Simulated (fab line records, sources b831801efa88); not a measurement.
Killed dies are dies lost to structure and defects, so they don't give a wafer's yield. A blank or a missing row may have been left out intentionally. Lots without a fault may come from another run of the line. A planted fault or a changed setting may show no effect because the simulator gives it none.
What tool caused it? -- flow gf180mcu -- 12 lots (36 wafers sampled), 1 step of a 602-step route

WHAT THE GAUGES READ, wafer by wafer
GF_CONTACT_RS_MEAS_25: measures by four-point-probe.
lot,measured,on,CONTACT_W_RS (ohm/sq)
L075,day 16 08:27,filmMetro-03,0.379 0.385 0.377
L077,day 17 03:29,filmMetro-03,0.390 0.386 0.387
L079,day 17 22:20,filmMetro-01,0.388 0.392 0.388
L081,day 18 19:55,filmMetro-04,0.378 0.379 0.384
L083,day 19 17:15,filmMetro-03,0.391 0.389 0.386
L085,day 20 14:02,filmMetro-04,0.389 0.389 0.386
L087,day 21 05:26,filmMetro-03,0.391 0.390 0.386
L089,day 21 19:48,filmMetro-03,0.377 0.381 0.381
L091,day 22 10:56,filmMetro-01,0.384 0.386 0.376
L093,day 23 04:09,filmMetro-03,0.386 0.391 0.386
L095,day 23 19:13,filmMetro-03,0.387 0.393 0.388
L097,day 24 11:55,filmMetro-04,0.390 0.380 0.376

TOOL THAT RAN EACH LOT (tool first, then ch and the chambers of the sampled wafers, then the start)
Before these readings, the record contains no process step.

THE ANSWER, worked out from the rows above alone
Rule: the lots themselves supply what counts as usual. The widest of any qualifying gaps counts: lots, ordered by their means at a reading, are off when they make up no more than a third of the lots, leave a main group of 4 or more, and stand apart from it by 3 or more times the standard deviation of that group's means. Not used: any main group whose means are identical at the precision the tables above print for the reading. Also off: a lot with no number at a reading for which 4 or more lots have one. The other lots that the step has rows for count as sound.
No lot is off on any of the readings shown, so nothing can be concluded from this.

WHAT THE SIMULATOR HAD PUT IN
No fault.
